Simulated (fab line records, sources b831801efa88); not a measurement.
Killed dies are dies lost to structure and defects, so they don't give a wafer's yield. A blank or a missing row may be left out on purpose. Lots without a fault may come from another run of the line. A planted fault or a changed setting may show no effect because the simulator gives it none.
Which tool did it? | flow sky130 | 7 lots, 21 wafers sampled, at 3 steps of a route of 708

WHAT THE GAUGES READ, wafer by wafer
SKY_LOCAL_INTERCONNECT_OVL_MEAS_12.
lot  | measured     | on         | LOCAL_INTERCONNECT_OVL (nm)
L772 | day 31 19:16 | overlay-01 | -5 -3 -5
L774 | day 32 08:18 | overlay-02 | -6 -5 -1
L776 | day 33 04:40 | overlay-01 | -5 -10 -6
L782 | day 34 22:49 | overlay-01 | -8 -5 0
L786 | day 36 09:03 | overlay-01 | - - -
L788 | day 37 03:16 | overlay-01 | -4 -5 2
L790 | day 37 19:46 | overlay-02 | -5 -9 -2

WHICH TOOL RAN EACH LOT (tool, then ch and the chambers of the sampled wafers, then the start)
lot  | SKY_SD_N_RTA_14                  | SKY_LOCAL_INTERCONNECT_EXPOSE_08
L772 | rtp_anneal-02 ch 0, day 29 09:10 | krf_scanner-02 ch 0, day 31 05:21
L774 | rtp_anneal-02 ch 0, day 29 22:15 | krf_scanner-02 ch 0, day 31 18:47
L776 | rtp_anneal-02 ch 0, day 30 19:06 | krf_scanner-01 ch 0, day 32 14:59
L782 | rtp_anneal-02 ch 0, day 32 14:46 | krf_scanner-01 ch 0, day 34 10:18
L786 | rtp_anneal-02 ch 0, day 34 02:49 | krf_scanner-02, day 35 19:46
L788 | rtp_anneal-02 ch 0, day 34 20:34 | krf_scanner-01 ch 0, day 36 15:09
L790 | rtp_anneal-02 ch 0, day 35 12:39 | krf_scanner-02 ch 0, day 37 06:34
- SKY_SD_N_RTA_14: time 2 s.
- SKY_LOCAL_INTERCONNECT_EXPOSE_08: exposes mask LI1M, target cd 170 nm.

THE ANSWER, worked out from the rows above alone
Rule: what is usual is taken from the lots themselves. Put in order of their means at a reading, lots are off if they are a third of the lots or fewer, leave a main group of 4 or more, and stand apart from it by a gap of 3 or more times the standard deviation of the main group's means; of several such gaps the widest counts. A main group whose means are all the same, to the digits that the tables above print for the reading, isn't used. A lot without any number at a reading at which 4 lots or more have one is off too. The other lots that the step has rows for count as sound.
Off: L786, at SKY_LOCAL_INTERCONNECT_OVL_MEAS_12 (LOCAL_INTERCONNECT_OVL). Without a number there: L786. The main group: mean -5 nm, standard deviation 1.4.
A tool fits if, at a process step before that reading, it ran every lot that is off, and no sound lot after the first of them. The gauges at SKY_LOCAL_INTERCONNECT_OVL_MEAS_12 are tried like those tools. None of those tried fits.

WHAT THE SIMULATOR HAD PUT IN
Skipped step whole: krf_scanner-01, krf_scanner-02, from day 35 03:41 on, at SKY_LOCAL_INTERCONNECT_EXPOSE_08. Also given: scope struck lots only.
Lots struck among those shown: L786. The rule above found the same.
